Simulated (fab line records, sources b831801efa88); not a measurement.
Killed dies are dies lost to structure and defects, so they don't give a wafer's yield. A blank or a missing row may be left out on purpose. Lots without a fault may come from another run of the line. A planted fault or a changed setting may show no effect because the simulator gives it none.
A struck lot beside a sound one | flow gf180mcu | 43 steps out of a route of 602
Sound: wafers L582.1, L582.3, L582.5. Struck: wafers L598.2, L598.4, L598.5. The cause comes at the end.
At each step with rows: each side's tool, then ch and its chambers, then its first start. Under that, the readings that differ: sound wafers | struck wafers | difference of the means | sigmas: that difference in standard deviations of wafers without a fault.
alike: readings whose means differ by less than 2 such deviations, and words and numbers that are the same on both sides. not compared: withheld readings, readings that some wafer has no value for, bounds like >300 that may hide the same value, and numbers for which the record gives no deviation and whose values overlap.
The two part at a step that has a row with sigmas, a row that says differs or no value, or rows on one side only. Numbers that don't overlap but have no deviation are shown without sigmas and don't part them. A reading that every wafer of one side lacks parts them only if that side has two wafers or more.

first, 7 steps without rows for these wafers: GF_DUAL_GATE_DEHYDRATE_04 (time 60 s); GF_DUAL_GATE_HMDS_05 (prime time 60 s); GF_DUAL_GATE_COAT_06 (resist thk 1000 nm); GF_DUAL_GATE_SOFTBAKE_07 (time 60 s); GF_DUAL_GATE_EXPOSE_08 (exposes mask Dualgate, target cd 700 nm); GF_DUAL_GATE_PEB_09; GF_DUAL_GATE_DEVELOP_10 (develop time 60 s).
GF_DUAL_GATE_OVL_MEAS_11:
  sound on overlay-02, day 9 19:12; struck on overlay-01, day 14 09:54
  alike: DUAL_GATE_OVL
then, 1 step without rows for these wafers: GF_DUAL_GATE_WET_ETCH_12 (etches SiO2 in dHF, target depth 13 nm, time 260 s).
GF_DUAL_GATE_STRIP_13: strips in O2/N2.
  sound on plasma_asher-04 ch 0,1, day 9 19:19; struck on plasma_asher-03 ch 0,1, day 14 10:01
  alike: drypump_motor_current_A, heater_power_w, oes_product_au, strip_time_to_endpoint_s
  not compared: rf_hours_counter_h
then, 2 steps without rows for these wafers: GF_DUAL_GATE_CLEAN_14 (cleans in SC1/SC2, time 150 s); GF_DUAL_GATE_OXIDATION_15 (stabilise 600 s, purge 300 s, target thk 7.098 nm).
GF_POLY_GATE_CVD_00: deposits poly-Si, target thk 200 nm, time 1200 s.
  sound on lpcvd-02 ch 1, day 9 21:20; struck on lpcvd-01 ch 0, day 14 12:43
  reading                                       | sound             | struck            | difference | sigmas
  spike_tc_bottom_C (C)                         | 635.2 634.8 635.6 | 592.3 591.7 592.6 | -43.0      | -15
  spike_tc_centre_C (C)                         | 620.1 620.1 622.1 | 573.3 573.1 573.6 | -47.4      | -36
  spike_tc_lower_C (C)                          | 621.1 619.9 622.2 | 571.9 568.2 568.0 | -51.7      | -30
  spike_tc_top_C (C)                            | 642.5 641.4 643.0 | 595.7 593.5 595.8 | -47.3      | -36
  spike_tc_upper_C (C)                          | 618.4 619.6 617.7 | 572.3 570.4 573.2 | -46.6      | -33
  susceptor_temp_C (C)                          | 620.0 619.6 620.1 | 572.2 572.4 572.2 | -47.6      | -99 or more
  zone_power_bottom_pct (%)                     | 15.8 16.0 15.9    | 13.2 13.1 13.0    | -2.8       | -3
  model.poly-Si_of_POLY_GATE_CVD_00.thk_nm (nm) | 201.6 200.7 201   | 59.96 59.92 58.46 | -141.65    |
  alike: zone_power_top_pct
GF_POLY_GATE_THK_MEAS_01:
  sound on film_metro-04, day 9 22:40; struck on film_metro-04, day 14 14:04
  reading                   | sound             | struck         | difference | sigmas
  POLY_GATE_CVD_00_THK (nm) | 201.6 200.8 201.2 | 59.9 60.0 58.5 | -141.7     | -79
then, 8 steps without rows for these wafers: GF_POLY_GATE_DEHYDRATE_02 (time 60 s); GF_POLY_GATE_HMDS_03 (prime time 60 s); GF_POLY_GATE_COAT_04; GF_POLY_GATE_COAT_05 (resist thk 700 nm); GF_POLY_GATE_SOFTBAKE_06 (time 60 s); GF_POLY_GATE_EXPOSE_07 (exposes mask Poly2, target cd 280 nm); GF_POLY_GATE_PEB_08 (peb time 90 s); GF_POLY_GATE_DEVELOP_09 (develop time 60 s).
GF_POLY_GATE_CD_MEAS_10: target cd 280 nm.
  sound on cd_sem-01, day 10 16:55; struck on cd_sem-02, day 15 11:07
  alike: cd_nm
GF_POLY_GATE_OVL_MEAS_11:
  sound on overlay-01, day 10 17:02; struck on overlay-02, day 15 11:14
  alike: POLY_GATE_OVL
GF_POLY_GATE_ETCH_12: etches BARC in N2/H2.
  sound on rie_diel-03 ch 1,2,3, day 10 17:04; struck on rie_diel-04 ch 0,2,3, day 15 11:16
  alike: drypump_motor_current_A, oes_product_au, throttle_valve_pct
GF_POLY_GATE_ETCH_13: etches poly-Si in HBr/Cl2, stops on SiO2, target depth 198.5 nm, time 69.6 s.
  sound on rie_si-02 ch 0,1,2, day 10 17:07; struck on rie_si-02 ch 0,3, day 15 11:19
  reading                               | sound             | struck            | difference | sigmas
  oes_product_au (a.u.)                 | 0.995 0.999 0.993 | 0.492 0.488 0.487 | -0.507     | -71
  model.POLY_GATE.feature_depth_nm (nm) | 200.2 199.2 198   | 59.96 59.92 58.46 | -139.69    |
  model.etch.depth_nm (nm)              | 200.2 199.2 198   | 59.96 59.92 58.46 | -139.69    |
  alike: drypump_motor_current_A, throttle_valve_pct
  not compared: rf_hours_counter_h
GF_POLY_GATE_STRIP_14: strips in O2/N2.
  sound on plasma_asher-02 ch 0,1, day 10 17:10; struck on plasma_asher-01 ch 0, day 15 11:22
  reading                     | sound       | struck      | difference | sigmas
  drypump_motor_current_A (A) | 5.9 5.9 6.1 | 6.6 6.6 6.6 | +0.6       | +2
  alike: heater_power_w, oes_product_au
  not compared: rf_hours_counter_h
then, 2 steps without rows for these wafers: GF_POLY_GATE_CLEAN_15 (cleans in SC1/SC2, time 150 s); GF_POLY_GATE_OXIDATION_16 (stabilise 600 s, purge 300 s, target thk 4 nm).
GF_POLY_GATE_THK_MEAS_17:
  sound on film_metro-03, day 10 18:51; struck on film_metro-04, day 15 13:12
  alike: POLY_GATE_OXIDATION_THK
GF_POLY_GATE_CD_MEAS_18:
  sound on cd_sem-01, day 10 18:55; struck on cd_sem-02, day 15 13:17
  alike: cd_nm
then, 7 steps without rows for these wafers: GF_HV_LDD_DEHYDRATE_00 (time 60 s); GF_HV_LDD_HMDS_01 (prime time 60 s); GF_HV_LDD_COAT_02 (resist thk 1000 nm); GF_HV_LDD_SOFTBAKE_03 (time 60 s); GF_HV_LDD_EXPOSE_04 (exposes mask Nplus LV AREA, target cd 400 nm); GF_HV_LDD_PEB_05; GF_HV_LDD_DEVELOP_06 (develop time 60 s).
GF_HV_LDD_CD_MEAS_07: target cd 400 nm.
  sound on cd_sem-01, day 11 13:38; struck on cd_sem-02, day 16 11:31
  alike: cd_nm
GF_HV_LDD_OVL_MEAS_08:
  sound on overlay-01, day 11 13:46; struck on overlay-02, day 16 11:38
  alike: HV_LDD_OVL
then, 1 step without rows for these wafers: GF_HV_LDD_IMPLANT_09.
GF_HV_LDD_STRIP_10: strips in O2/N2.
  sound on plasma_asher-04 ch 0, day 11 13:56; struck on plasma_asher-02 ch 0,1, day 16 11:49
  alike: drypump_motor_current_A, heater_power_w, oes_product_au, strip_time_to_endpoint_s
  not compared: rf_hours_counter_h
-- the record jumps here: 6 days lie between the struck wafers' starts before and after (it left off in module HV_LDD and takes up again in module SALICIDE, whose first step shown is number 278 of the route) --
GF_SALICIDE_CLEAN_00: cleans in SC1/SC2, time 150 s.
  sound on wet_bench-01 ch 1, day 16 22:58; struck on wet_bench-03 ch 1, day 22 15:55
  reading                                       | sound             | struck            | difference | sigmas
  model.poly-Si_of_POLY_GATE_CVD_00.thk_nm (nm) | 200.4 199.5 199.8 | 58.69 58.65 57.19 | -141.72    |
  alike: bath_heat_duty_pct

WHERE THEY PART
First at GF_POLY_GATE_CVD_00; last, within this record, at GF_POLY_GATE_STRIP_14. Later steps at which nothing parts them and some readings are alike: GF_POLY_GATE_THK_MEAS_17, GF_POLY_GATE_CD_MEAS_18, GF_HV_LDD_CD_MEAS_07, GF_HV_LDD_OVL_MEAS_08, GF_HV_LDD_STRIP_10, GF_SALICIDE_CLEAN_00.

WHY: what the simulator had put in
Process parameter drift: lpcvd-01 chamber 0, from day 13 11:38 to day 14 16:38, at GF_POLY_GATE_CVD_00. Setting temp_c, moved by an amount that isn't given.
